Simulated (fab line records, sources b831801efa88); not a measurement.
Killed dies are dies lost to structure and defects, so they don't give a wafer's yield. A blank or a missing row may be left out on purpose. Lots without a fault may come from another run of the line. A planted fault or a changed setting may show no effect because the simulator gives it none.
Split-lot experiment | flow sfq_line | 5 lots, 23 wafers read, on a route of 325 steps

THE SPLIT
At SFQ_TRILAYER_INCOMING_OXIDATION_002 (target thk 500 nm, ox time 4939 s), the setting ox_time_s was moved away from the recipe's 4939 s on 15 of the 23 wafers read, by -9.1% to +14.8%. The other wafers ran this setting at the recipe's value.

The reading is taken at the split's own step.

THE READING
SiO2_of_TRILAYER_INCOMING_OXIDATION_002.thk_nm (the simulator's own value, which no gauge read), in nm, at SFQ_TRILAYER_INCOMING_OXIDATION_002 (target thk 500 nm, ox time 4939 s). The file gives no usual value for it. The 8 wafers here that ran the recipe average 497.2 nm, standard deviation 5.1 nm.

wafer  | tool, chamber at the split | ox_time_s as run, s | against the recipe | SiO2_of_TRILAYER_INCOMING_OXIDATION_002.thk_nm, nm | against lot-mates on the recipe
L075.1 | -, -                       | 5672                | +14.8%             | 543.1                                              | no lot-mate on the recipe
L075.3 | -, -                       | 5672                | +14.8%             | 536.6                                              | no lot-mate on the recipe
L075.4 | -, -                       | 5672                | +14.8%             | 538.7                                              | no lot-mate on the recipe
L075.5 | -, -                       | 5672                | +14.8%             | 533.6                                              | no lot-mate on the recipe
L075.6 | -, -                       | 5672                | +14.8%             | 539.1                                              | no lot-mate on the recipe
L077.1 | -, -                       | 4489                | -9.1%              | 483.6                                              | no lot-mate on the recipe
L077.2 | -, -                       | 4489                | -9.1%              | 481.4                                              | no lot-mate on the recipe
L077.3 | -, -                       | 4489                | -9.1%              | 484.5                                              | no lot-mate on the recipe
L077.4 | -, -                       | 4489                | -9.1%              | 488.6                                              | no lot-mate on the recipe
L077.5 | -, -                       | 4489                | -9.1%              | 485.2                                              | no lot-mate on the recipe
L078.1 | -, -                       | 4939                | recipe             | 501.3                                              | -
L078.3 | -, -                       | 4939                | recipe             | 497.2                                              | -
L078.4 | -, -                       | 4939                | recipe             | 503.7                                              | -
L078.5 | -, -                       | 4939                | recipe             | 492.9                                              | -
L078.6 | -, -                       | 4939                | recipe             | 500.2                                              | -
L079.1 | -, -                       | 4631                | -6.2%              | 484.2                                              | no lot-mate on the recipe
L079.2 | -, -                       | 4631                | -6.2%              | 486.6                                              | no lot-mate on the recipe
L079.3 | -, -                       | 4631                | -6.2%              | 485.2                                              | no lot-mate on the recipe
L079.4 | -, -                       | 4631                | -6.2%              | 486.8                                              | no lot-mate on the recipe
L079.5 | -, -                       | 4631                | -6.2%              | 485                                                | no lot-mate on the recipe
L082.1 | furnace-02, 0              | 4939                | recipe             | 486.1                                              | -
L082.2 | furnace-02, 0              | 4939                | recipe             | 497.4                                              | -
L082.4 | furnace-02, 0              | 4939                | recipe             | 498.6                                              | -

THE FIT
A straight line over all 23 wafers: SiO2_of_TRILAYER_INCOMING_OXIDATION_002.thk_nm changes by +2.33 nm for each +1% of ox_time_s; r = +0.97; the points scatter about the line by 5.2 nm.
Too few moved wafers have a lot-mate on the recipe to fit a line with each lot's own level taken away.

THE FILE'S OWN FIT
SiO2_of_TRILAYER_INCOMING_OXIDATION_002.thk_nm changes by +2.33 nm for each +1% of ox_time_s, r = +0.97.
